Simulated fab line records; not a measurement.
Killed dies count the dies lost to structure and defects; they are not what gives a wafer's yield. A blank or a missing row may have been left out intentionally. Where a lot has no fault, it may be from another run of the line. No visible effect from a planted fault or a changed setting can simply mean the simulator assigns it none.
fab line records ; flow sky130
[record] lots = 5; wafers = 15; lastDay = 50
route steps=708 shown VIA2@527 METAL3@532 CAPM@537 PAD_OPEN@708
lots with no fault: from the same line, run without faults
startH: the number of hours between the record's first day and the start of the first shown wafer of the lot ; waitH: hours elapsed since this lot's preceding step ; " repeats the value in the row above ; L1.1+2: a single row standing in for several wafers ; - value missing, or start not given ; * or withheld: withheld ; < > ~ a bound
route shown NAME@n: NAME is a module with steps in the file, n the number in the route of the first one ; usual: mean/standard deviation of fault-free wafers ; same: alike in all rows ; chamber/n: place in a boat ; sites: per-site readings ; _std_site: the values' standard deviation ; _edge_site: mean of outer sites minus mean of inner sites ; radiusMm: for every site, how far away it sits from the centre of the wafer ; mask NAME#n: copy n ; behind: the last tool/chamber to shape the wafer ; hold: why the lot was held/for how many hours/how that ended ; device: names the non-switching transistor (n, p or np) ; end of line: tests run on the same wafers once the route is complete ; step lacking rows: just its recipe ; killed: at the first sort, the dies lost to defects and structure; wafer yield is something else ; map: a wafer's dies, marking killed ones x, the rest . and places with no die _
set.NAME: the run value of the setting; set.NAME@STEP: its run value at that earlier step ; model.NAME: the simulator's own value behind a step, which no gauge read
lots seen at some steps along the route; tables by step, rows by wafer
services: a tool's chamber out of use, with start hour (startH, from the record's first day; less than 0 if before it), hours out, and reason
[[steps]]
[step SKY_VIA2_SPUTTER_20]
[recipe] material = TiN; targetThkNm = 20; chamberPressurePa = 5; powerW = 4000; timeS = 80
[step SKY_VIA2_CVD_21]
[recipe] material = W; targetThkNm = 420; timeS = 126.4; tempC = 400; pressureTorr = 40
[step SKY_VIA2_CMP_24]
[recipe] stopOn = SiO2; tOverpolishS = 20; downForcePsi = 3.5; platenRpm = 60; targetThkNm = 0; padVelocityMS = 0.94248
[step SKY_METAL3_SPUTTER_00]
[recipe] material = Ti; targetThkNm = 15; powerW = 3000; timeS = 10; chamberPressurePa = 0.4
[step SKY_METAL3_SPUTTER_01]
[recipe] material = TiN; targetThkNm = 20; powerW = 6500; timeS = 16.7; chamberPressurePa = 0.4
[step SKY_METAL3_SPUTTER_02]
[recipe] material = AlCu; targetThkNm = 735; powerW = 10600; timeS = 39.1; chamberPressurePa = 0.4
[step SKY_METAL3_SPUTTER_03]
[recipe] material = Ti; targetThkNm = 5; powerW = 3000; timeS = 3.3; chamberPressurePa = 0.4
[step SKY_METAL3_SPUTTER_04]
[recipe] material = TiN; targetThkNm = 70; powerW = 6500; timeS = 58.3; chamberPressurePa = 0.4
[step SKY_CAPM_CVD_00]
[recipe] material = SiO2; targetThkNm = 15.5; tempC = 400; timeS = withheld; rfW = 457.8
[step SKY_CAPM_SPUTTER_02]
[recipe] material = TiN; targetThkNm = 200; tempC = 300; powerW = 6500; timeS = 166.7; chamberPressurePa = 0.4
[usual] cathodeDcPowerW = 6500.1/1.2; susceptorTempC = 299.98/0.18; throttleValvePct = 30.1/1.2
lot.wafer;tool;chamber;startH;waitH;cathodeDcPowerW;susceptorTempC;throttleValvePct;model.TiN_of_CAPM_SPUTTER_02.thkNm
L194.3;pvdSputter-02;-;910.14;0.0;6498.0;299.93;30.1;197.8
L194.5;pvdSputter-02;-;910.14;0.0;6499.6;300.08;29.9;196
L194.6;pvdSputter-02;-;910.14;0.0;6500.0;299.82;28.1;196.8
L197.1;pvdSputter-02;-;938.30;0.1;6500.7;300.11;31.4;147.7
L197.2;pvdSputter-02;-;938.30;0.1;6500.5;299.99;30.0;143.4
L197.4;pvdSputter-02;-;938.30;0.1;6501.7;299.82;29.8;147.2
L198.2;pvdSputter-02;-;943.11;0.0;6498.5;300.24;30.0;144
L198.3;pvdSputter-02;-;943.11;0.0;6501.4;299.80;27.9;143.2
L198.4;pvdSputter-02;-;943.11;0.0;6499.9;300.00;31.0;145.5
L200.2;pvdSputter-02;-;950.89;0.0;6497.9;300.04;30.2;142.9
L200.3;pvdSputter-02;-;950.89;0.0;6499.2;299.91;31.3;146.7
L200.4;pvdSputter-02;-;950.89;0.0;6500.0;299.91;30.2;147.3
L209.2;pvdSputter-01;-;1010.68;0.0;6500.1;300.08;29.3;200.3
L209.3;pvdSputter-01;-;1010.68;0.0;6498.8;299.83;28.7;202.3
L209.6;pvdSputter-01;-;1010.68;0.0;6501.1;300.14;31.6;197.7
[step SKY_CAPM_RS_MEAS_03]
[recipe] thkMeasGauge = four-point-probe; reads = TiN_of_CAPM_SPUTTER_02
[usual] CAPM_TIN_RS = 6.93/0.088
lot.wafer;tool;chamber;startH;waitH;hold;CAPM_TIN_RS[ohm/sq]
L194.3;filmMetro-03;-;910.29;0.1;-;7.00
L194.5;filmMetro-03;-;910.29;0.1;-;7.07
L194.6;filmMetro-03;-;910.29;0.1;-;7.04
L197.1;filmMetro-03;-;938.41;0.1;awaitDispo/0.2h/release;9.44
L197.2;filmMetro-03;-;938.41;0.1;awaitDispo/0.2h/release;9.72
L197.4;filmMetro-03;-;938.41;0.1;awaitDispo/0.2h/release;9.47
L197.1;filmMetro-03;-;938.70;0.3;-;9.42
L197.2;filmMetro-03;-;938.70;0.3;-;9.73
L197.4;filmMetro-03;-;938.70;0.3;-;9.49
L198.2;filmMetro-03;-;943.24;0.1;awaitDispo/0.2h/release;9.69
L198.3;filmMetro-03;-;943.24;0.1;awaitDispo/0.2h/release;9.73
L198.4;filmMetro-03;-;943.24;0.1;awaitDispo/0.2h/release;9.57
L198.2;filmMetro-03;-;943.61;0.4;-;9.67
L198.3;filmMetro-03;-;943.61;0.4;-;9.74
L198.4;filmMetro-03;-;943.61;0.4;-;9.58
L200.2;filmMetro-03;-;951.02;0.1;awaitDispo/0.2h/release;9.76
L200.3;filmMetro-03;-;951.02;0.1;awaitDispo/0.2h/release;9.49
L200.4;filmMetro-03;-;951.02;0.1;awaitDispo/0.2h/release;9.46
L200.2;filmMetro-03;-;951.32;0.3;-;9.75
L200.3;filmMetro-03;-;951.32;0.3;-;9.50
L200.4;filmMetro-03;-;951.32;0.3;-;9.47
L209.2;filmMetro-03;-;1010.81;0.1;-;6.89
L209.3;filmMetro-03;-;1010.81;0.1;-;6.82
L209.6;filmMetro-03;-;1010.81;0.1;-;7.00
[step SKY_CAPM_THK_MEAS_04]
[recipe] thkMeasGauge = xrf; reads = TiN_of_CAPM_SPUTTER_02
[usual] CAPM_TIN_THK = 200.0/2.9
lot.wafer;tool;chamber;startH;waitH;hold;CAPM_TIN_THK[nm]
L194.3;filmMetro-03;-;910.39;0.1;-;197.2
L194.5;filmMetro-03;-;910.39;0.1;-;194.4
L194.6;filmMetro-03;-;910.39;0.1;-;195.6
L197.1;filmMetro-03;-;940.71;2.0;awaitDispo/0.2h/release;146.5
L197.2;filmMetro-03;-;940.71;2.0;awaitDispo/0.2h/release;142.7
L197.4;filmMetro-03;-;940.71;2.0;awaitDispo/0.2h/release;146.3
L197.1;filmMetro-03;-;940.99;0.3;-;146.8
L197.2;filmMetro-03;-;940.99;0.3;-;142.3
L197.4;filmMetro-03;-;940.99;0.3;-;146.8
L198.2;filmMetro-03;-;945.28;1.6;awaitDispo/0.2h/release;142.7
L198.3;filmMetro-03;-;945.28;1.6;awaitDispo/0.2h/release;141.9
L198.4;filmMetro-03;-;945.28;1.6;awaitDispo/0.2h/release;144.0
L198.2;filmMetro-03;-;945.50;0.2;-;143.2
L198.3;filmMetro-03;-;945.50;0.2;-;142.0
L198.4;filmMetro-03;-;945.50;0.2;-;143.9
L200.2;filmMetro-03;-;956.11;4.8;awaitDispo/0.2h/release;142.1
L200.3;filmMetro-03;-;956.11;4.8;awaitDispo/0.2h/release;146.2
L200.4;filmMetro-03;-;956.11;4.8;awaitDispo/0.2h/release;146.4
L200.2;filmMetro-03;-;956.35;0.2;-;142.0
L200.3;filmMetro-03;-;956.35;0.2;-;145.7
L200.4;filmMetro-03;-;956.35;0.2;-;146.1
L209.2;filmMetro-03;-;1010.92;0.1;-;200.5
L209.3;filmMetro-03;-;1010.92;0.1;-;203.5
L209.6;filmMetro-03;-;1010.92;0.1;-;198.4
[step SKY_CAPM_HMDS_06]
[recipe] primeTimeS = 60; primeTempC = 120
[step SKY_CAPM_COAT_07]
[recipe] resist = NOVOLAK; spinRpm = 3000; resistThkNm = 1140
[step SKY_CAPM_SOFTBAKE_08]
[recipe] tempC = 90; timeS = 60; resist = NOVOLAK
[step SKY_CAPM_EXPOSE_09]
[recipe] maskId = CAPM; na = 0.6; sourceShape = conventional; sigmaOuter = 0.6; polarization = unpolarized; targetCdNm = 1000; doseMj = 159
[step SKY_CAPM_PEB_10]
[recipe] tempC = withheld; timeS = *; resist = NOVOLAK
[step SKY_CAPM_DEVELOP_11]
[recipe] resist = NOVOLAK; developer = TMAH; developTimeS = 60; devTempC = 23
[step SKY_CAPM_METAL_ETCH_13]
[recipe] targetDepthNm = 220; stopOn = SiO2; chemistry = Cl2/BCl3; target = TiN; pressureMtorr = 10; icpW = 900; biasW = 48.5; Cl2_flow_sccm = 60; bcl3FlowSccm = 30; timeS = 62.9
[usual] bcl3FlowSccm = 30.01/0.085; drypumpMotorCurrentA = 5.8/0.3; oesProductAu = 0.940/0.0087; throttleValvePct = 21.903/0.0093
[same] timeS = 62.9
lot.wafer;tool;chamber;startH;waitH;bcl3FlowSccm;drypumpMotorCurrentA;oesProductAu;rfHoursCounterH;throttleValvePct
L194.3;rieMetal-01;0;934.10;0.0;29.97;5.4;0.935;-;21.908
L194.5;rieMetal-01;1;934.10;0.0;30.00;5.4;0.926;-;21.919
L194.6;rieMetal-01;0;934.10;0.0;29.94;5.4;0.930;-;21.914
L197.1;rieMetal-03;0;962.57;0.0;30.05;6.2;0.794;12;21.988
L197.2;rieMetal-03;1;962.57;0.0;29.98;5.5;0.777;2;21.989
L197.4;rieMetal-03;0;962.57;0.0;29.95;6.3;0.794;-;21.995
L198.2;rieMetal-03;1;967.40;0.0;29.94;5.5;0.781;2;22.002
L198.3;rieMetal-03;1;967.40;0.0;30.00;5.5;0.785;-;22.006
L198.4;rieMetal-03;0;967.40;0.0;29.98;6.3;0.780;-;22.004
L200.2;rieMetal-03;0;975.76;0.0;30.14;6.3;0.783;13;22.005
L200.3;rieMetal-03;0;975.76;0.0;29.97;6.2;0.795;-;21.995
L200.4;rieMetal-03;1;975.76;0.0;30.11;5.5;0.792;-;21.991
L209.2;rieMetal-04;1;1034.30;0.0;29.86;5.7;0.943;-;21.926
L209.3;rieMetal-04;1;1034.30;0.0;30.00;5.7;0.945;-;21.900
L209.6;rieMetal-04;1;1034.30;0.0;29.91;5.7;0.938;-;21.898
[step SKY_CAPM_STRIP_14]
[recipe] chemistry = O2/N2; powerW = 1400; pressureMtorr = 1500; platenTempC = withheld; o2FlowSccm = 3000; n2FlowSccm = 300; overashFraction = 0.5
[step SKY_CAPM_STRIP_15]
[recipe] chemistry = postEtchResidueRemover; timeS = 1200; tempC = 72.5
[step SKY_CAPM_CLEAN_16]
[recipe] chemistry = IPA; timeS = 180; tempC = 25
[step SKY_CAPM_CLEAN_17]
[recipe] chemistry = O3/DIW; dry = n2Spin
[step SKY_METAL3_DEHYDRATE_05]
[recipe] tempC = 200; timeS = 60
[step SKY_METAL3_HMDS_06]
[recipe] primeTimeS = 60; primeTempC = 120
[step SKY_METAL3_COAT_07]
[recipe] resist = BARC; tempC = withheld; timeS = withheld; spinRpm = 3000; resistThkNm = 60
[step SKY_METAL3_COAT_08]
[recipe] resist = KrF-thick; spinRpm = 3000; resistThkNm = 1140
[step SKY_METAL3_SOFTBAKE_09]
[recipe] tempC = 100; timeS = 90; resist = KrF-thick
[step SKY_METAL3_EXPOSE_10]
[recipe] maskId = MM3; na = 0.68; sourceShape = annular; sigmaInner = 0.4; sigmaOuter = 0.8; targetCdNm = 300; doseMj = 28.62
[step SKY_METAL3_PEB_11]
[recipe] pebTempC = withheld; pebTimeS = withheld; resist = KrF-thick
[step SKY_METAL3_DEVELOP_12]
[recipe] developTimeS = 60; resist = KrF-thick; devTempC = 21
[step SKY_METAL3_DESCUM_15]
[recipe] chemistry = O2; sourcePowerW = 150; biasPowerW = 0; pressureMtorr = 10; tempC = 40; timeS = 8
[step SKY_METAL3_ETCH_16]
[recipe] chemistry = N2/H2; target = BARC; ionEnergyEv = 200; biasW = 100; pressureMtorr = 30; n2FlowSccm = 100; h2FlowSccm = 200; icpW = 500; stopOn = SiO2; timeS = 88.2; targetDepthA = 600
[step SKY_METAL3_ETCH_17]
[recipe] target = SiO2; stopOn = TiN; chemistry = C4F8/O2/Ar; sourceW = 1500; biasW = 1200; pressureMtorr = 40; c4f8FlowSccm = withheld; O2_flow_sccm = 6; Ar_flow_sccm = 300; timeS = 3.9; targetDepthA = 150
[step SKY_METAL3_METAL_ETCH_18]
[recipe] targetDepthA = 8450; stopOn = SiO2; overEtchFrac = 0.3; timeS = 183.1; chemistry = Cl2/BCl3; resistSidewallDeg = 88; pressureMtorr = 10; icpW = 900; biasW = 48.5; Cl2_flow_sccm = 60; bcl3FlowSccm = 30
[step SKY_METAL3_STRIP_20]
[recipe] chemistry = postEtchResidueRemover; timeS = 1200; tempC = 72.5
[usual] bathGuardTempC = 72.3/0.63
[same] timeS = 1200
lot.wafer;tool;chamber;startH;waitH;bathGuardTempC;model.TiN_of_CAPM_SPUTTER_02.thkNm
L194.3;wetBench-02;0;959.44;0.0;72.6;197
L194.5;wetBench-02;0;959.44;0.0;72.1;195.1
L194.6;wetBench-02;0;959.44;0.0;72.5;196
L197.1;wetBench-01;0;988.31;0.1;72.2;146.9
L197.2;wetBench-01;0;988.31;0.1;71.6;142.6
L197.4;wetBench-01;0;988.31;0.1;71.5;146.3
L198.2;wetBench-02;3;992.72;0.1;73.1;143.2
L198.3;wetBench-02;3;992.72;0.1;72.9;142.4
L198.4;wetBench-02;3;992.72;0.1;72.8;144.6
L200.2;wetBench-02;2;1001.21;0.1;72.5;142.1
L200.3;wetBench-02;2;1001.21;0.1;72.7;145.9
L200.4;wetBench-02;2;1001.21;0.1;72.9;146.4
L209.2;wetBench-03;3;1057.32;0.1;71.9;199.5
L209.3;wetBench-03;3;1057.32;0.1;71.7;201.4
L209.6;wetBench-03;3;1057.32;0.1;72.0;196.9
[step SKY_PAD_OPEN_PROBE_99]
[usual] defectLimitedYield = 82.6/1.8; killed_at_M0_to_M3 = 43/6.6; killed_at_M4_up = 3.4/1.8; killedAtContacts = 24/4.9; killedAtFrontEnd = 15/4.1; killedAtOther = 0.3/0.55; killedDies = 85/8.8; killedOpen = 46/6.1; killedShort = 39/5.7; sort_bin_3_pad_short = 0.9/0.41; sort_bin_5_function = 10.1/1.5; sort_bin_6_memory = 6.4/1; sortNPass = 407/8.8; sortYieldPct = 82.6/1.8
[same] grossDies = 492; killedAtBackSide = 0; sort_bin_4_leakage[%] = 0; sort_bin_8_speed[%] = 0
lot.wafer;tool;chamber;startH;waitH;defectLimitedYield[%];killed_at_M0_to_M3;killed_at_M4_up;killedAtContacts;killedAtFrontEnd;killedAtOther;killedDies;killedOpen;killedShort;sort_bin_3_pad_short[%];sort_bin_5_function[%];sort_bin_6_memory[%];sortNPass;sortYieldPct[%];model.etest.capMim.plateOhmSq;model.etest.capMim.bvV;model.etest.capMim.leakLog10ACm2
L194.3;prober-02;-;1124.96;0.2;84.8;40;3;17;15;0;75;36;39;1.8;8.1;5.3;417;84.8;6.088;13.63;-8.835
L194.5;prober-02;-;1125.06;0.2;83.3;43;5;23;11;0;82;52;30;0;8.9;7.7;410;83.3;6.134;14.44;-8.907
L194.6;prober-02;-;1125.11;0.2;83.1;43;5;20;13;2;83;46;37;1.6;10.4;4.9;409;83.1;6.103;14.06;-8.836
L197.1;prober-01;-;1145.70;0.1;80.5;47;1;30;18;0;96;49;46;1.2;12.4;5.9;396;80.5;8.171;12.52;-8.104
L197.2;prober-01;-;1145.75;0.1;82.5;49;5;19;13;0;86;47;39;0.8;11.0;5.7;406;82.5;8.393;12.69;-8.421
L197.4;prober-01;-;1145.85;0.2;83.7;41;3;24;12;0;80;44;35;1.0;8.3;6.9;412;83.7;8.143;13.09;-8.379
L198.2;prober-02;-;1149.46;0.1;83.1;35;3;31;14;0;83;49;34;0.4;9.3;7.1;409;83.1;8.315;12.65;-8.262
L198.3;prober-02;-;1149.51;0.2;82.7;45;2;19;19;0;85;45;40;0.8;9.1;7.3;407;82.7;8.412;11.89;-7.975
L198.4;prober-02;-;1149.56;0.2;83.3;51;1;17;13;0;82;46;36;0.4;9.1;7.1;410;83.3;8.26;12.57;-8.248
L200.2;prober-02;-;1155.25;0.1;81.9;49;3;26;11;0;89;50;39;1.6;9.3;7.1;403;81.9;8.515;12.34;-8.193
L200.3;prober-02;-;1155.30;0.2;84.6;41;3;22;10;0;76;46;30;0.8;7.5;7.1;416;84.6;8.182;11.9;-8.277
L200.4;prober-02;-;1155.35;0.2;84.1;38;1;27;12;0;78;37;41;0.6;8.3;6.9;414;84.1;8.214;12.51;-8.37
L209.2;prober-01;-;1199.71;0.1;81.7;37;3;26;24;0;90;47;43;0.6;11.0;6.7;402;81.7;5.948;14.49;-9.072
L209.3;prober-01;-;1199.76;0.2;82.3;39;3;28;16;1;87;46;41;1.4;10.6;5.7;405;82.3;5.954;14.59;-8.949
L209.6;prober-01;-;1199.91;0.2;83.3;39;1;32;10;0;82;38;44;1.2;9.6;5.9;410;83.3;6.026;14.58;-9.235
// killed by level:class
L194.3 VIA3:geometricParticle:open=9 CONTACT:geometricParticle:open=7 LI_CONTACT:geometricParticle:open=6 METAL2:geometricParticle:short=6 FIELD_ISO:geometricParticle:short=5 VIA2:geometricParticle:open=5 VIA2:geometricParticle:short=5 POLY_GATE:geometricParticle:short=4
L194.5 VIA1:geometricParticle:open=14 VIA3:geometricParticle:open=10 LI_CONTACT:geometricParticle:open=9 LOCAL_INTERCONNECT:geometricParticle:short=6 METAL1:geometricParticle:short=4 VIA2:geometricParticle:open=4 METAL3:geometricParticle:short=4 FIELD_ISO:geometricParticle:open=3
L194.6 VIA1:geometricParticle:open=9 VIA2:geometricParticle:open=9 LI_CONTACT:geometricParticle:open=6 METAL2:geometricParticle:short=6 VIA3:geometricParticle:open=6 CONTACT:geometricParticle:short=5 LOCAL_INTERCONNECT:geometricParticle:short=4 VIA1:geometricParticle:short=4
L197.1 VIA1:geometricParticle:open=13 CONTACT:geometricParticle:open=11 LOCAL_INTERCONNECT:geometricParticle:short=8 METAL1:geometricParticle:short=7 VIA2:geometricParticle:open=7 LI_CONTACT:geometricParticle:open=6 VIA3:geometricParticle:open=5 FIELD_ISO:geometricParticle:short=4
L197.2 VIA3:geometricParticle:open=10 METAL1:geometricParticle:short=7 VIA1:geometricParticle:open=7 LI_CONTACT:geometricParticle:open=6 VIA2:geometricParticle:open=6 VIA3:geometricParticle:short=5 CONTACT:geometricParticle:open=5 CONTACT:geometricParticle:short=4
L197.4 VIA1:geometricParticle:open=9 LI_CONTACT:geometricParticle:open=8 CONTACT:geometricParticle:open=7 VIA3:geometricParticle:open=6 VIA2:geometricParticle:open=6 VIA1:geometricParticle:short=5 METAL1:geometricParticle:short=5 POLY_GATE:geometricParticle:open=4
L198.2 VIA1:geometricParticle:open=12 CONTACT:geometricParticle:open=11 LI_CONTACT:geometricParticle:open=8 LOCAL_INTERCONNECT:geometricParticle:short=8 VIA2:geometricParticle:open=6 METAL1:geometricParticle:short=5 VIA3:geometricParticle:open=5 FIELD_ISO:geometricParticle:open=3
L198.3 VIA1:geometricParticle:open=13 METAL1:geometricParticle:short=7 FIELD_ISO:geometricParticle:open=6 LOCAL_INTERCONNECT:geometricParticle:short=6 VIA3:geometricParticle:short=5 VIA2:geometricParticle:open=5 CONTACT:geometricParticle:open=5 VIA3:geometricParticle:open=5
L198.4 VIA1:geometricParticle:open=16 VIA2:geometricParticle:open=9 METAL2:geometricParticle:short=9 METAL1:geometricParticle:short=6 CONTACT:geometricParticle:open=5 LI_CONTACT:geometricParticle:open=5 VIA3:geometricParticle:open=5 FIELD_ISO:geometricParticle:short=4
L200.2 VIA1:geometricParticle:open=16 CONTACT:geometricParticle:open=8 LI_CONTACT:geometricParticle:open=7 METAL2:geometricParticle:short=7 CONTACT:geometricParticle:short=6 VIA1:geometricParticle:short=5 VIA2:geometricParticle:open=5 VIA3:geometricParticle:open=4
L200.3 CONTACT:geometricParticle:open=13 VIA1:geometricParticle:open=8 VIA3:geometricParticle:open=7 METAL1:geometricParticle:short=6 VIA2:geometricParticle:open=5 VIA1:geometricParticle:short=5 METAL2:geometricParticle:short=4 CONTACT:geometricParticle:short=4
L200.4 LI_CONTACT:geometricParticle:open=7 FIELD_ISO:geometricParticle:short=6 CONTACT:geometricParticle:open=6 VIA1:geometricParticle:open=6 METAL2:geometricParticle:short=6 LOCAL_INTERCONNECT:geometricParticle:short=5 VIA2:geometricParticle:open=5 LI_CONTACT:geometricParticle:short=4
L209.2 CONTACT:geometricParticle:open=9 VIA3:geometricParticle:open=7 VIA1:geometricParticle:open=7 FIELD_ISO:geometricParticle:short=6 POLY_GATE:geometricParticle:short=6 VIA2:geometricParticle:open=6 FIELD_ISO:geometricParticle:open=5 POLY_GATE:geometricParticle:open=5
L209.3 VIA2:geometricParticle:open=12 LI_CONTACT:geometricParticle:open=10 VIA1:geometricParticle:open=7 FIELD_ISO:geometricParticle:short=6 LOCAL_INTERCONNECT:geometricParticle:short=6 METAL1:geometricParticle:short=5 CONTACT:geometricParticle:open=5 VIA1:geometricParticle:short=5
L209.6 CONTACT:geometricParticle:open=8 VIA1:geometricParticle:open=7 LI_CONTACT:geometricParticle:short=6 LOCAL_INTERCONNECT:geometricParticle:short=6 CONTACT:geometricParticle:short=6 METAL1:geometricParticle:short=6 LI_CONTACT:geometricParticle:open=5 METAL2:geometricParticle:short=5
[[services]]
tool;chamber;startH;hours;kind
rieMetal-01;0;888.17;-;clean
pvdSputter-02;-;892.11;14.9;repair
wetBench-01;-;894.17;8.8;repair
rieMetal-03;-;894.80;14.6;pm
rieMetal-03;1;910.44;-;clean
rieMetal-03;1;910.44;22.9;scheduledDown
rieMetal-03;1;910.44;22.9;ventCycle
rieMetal-03;0;918.42;1.0;repair
rieMetal-04;0;940.30;5.4;repair
rieMetal-04;-;946.78;2.8;pm
pvdSputter-02;0;958.13;-;consumableReplace:kit
pvdSputter-02;0;958.13;18.0;scheduledDown
pvdSputter-02;0;958.13;18.0;ventCycle
rieMetal-04;0;958.20;21.6;repair
wetBench-03;-;959.93;2.4;repair
wetBench-02;-;960.63;5.6;repair
pvdSputter-01;-;964.64;2.1;repair
wetBench-03;-;970.77;6.0;repair
pvdSputter-01;-;997.81;0.7;repair
pvdSputter-02;-;1002.10;4.2;repair
rieMetal-04;-;1004.79;0.5;repair
rieMetal-04;0;1005.76;17.6;repair
rieMetal-04;0;1030.76;15.4;repair
wetBench-03;-;1046.74;2.4;repair
[[key]]
[firstSign] step = SKY_CAPM_RS_MEAS_03; reading = visit; direction = added
[effect] step = SKY_CAPM_RS_MEAS_03; reading = CAPM_TIN_RS; direction = up; sigmas = 30; usual = 6.93; struck = 9.59
[effect] step = SKY_CAPM_THK_MEAS_04; reading = visit; direction = added
[effect] step = SKY_CAPM_THK_MEAS_04; reading = CAPM_TIN_THK; direction = down; sigmas = 19; usual = 200.0; struck = 144.3
[effect] step = SKY_CAPM_METAL_ETCH_13; reading = oesProductAu; direction = down; sigmas = 18; usual = 0.940; struck = 0.787
[modelEffect] step = SKY_CAPM_SPUTTER_02; value = TiN_of_CAPM_SPUTTER_02.thkNm; without = 199.7; struck = 145.3
[modelEffect] step = SKY_METAL3_STRIP_20; value = TiN_of_CAPM_SPUTTER_02.thkNm; without = 198.8; struck = 144.5
[modelEffect] step = SKY_PAD_OPEN_PROBE_99; value = etest.capMim.plateOhmSq; without = 6.033; struck = 8.289
metAt SKY_CAPM_SPUTTER_02
struckWafers L197.1,L197.2,L197.4,L198.2,L198.3,L198.4,L200.2,L200.3,L200.4
onsetBetween 910.14 938.30
[fault] kind = processParameterDrift; tool = pvdSputter-02; chamber = -; onsetH = 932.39; steps = SKY_CAPM_SPUTTER_02; channel = targetThkNm; offset = -54.337; shape = step; endH = 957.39; actsIn = theseRecipesOnly; stated = 200
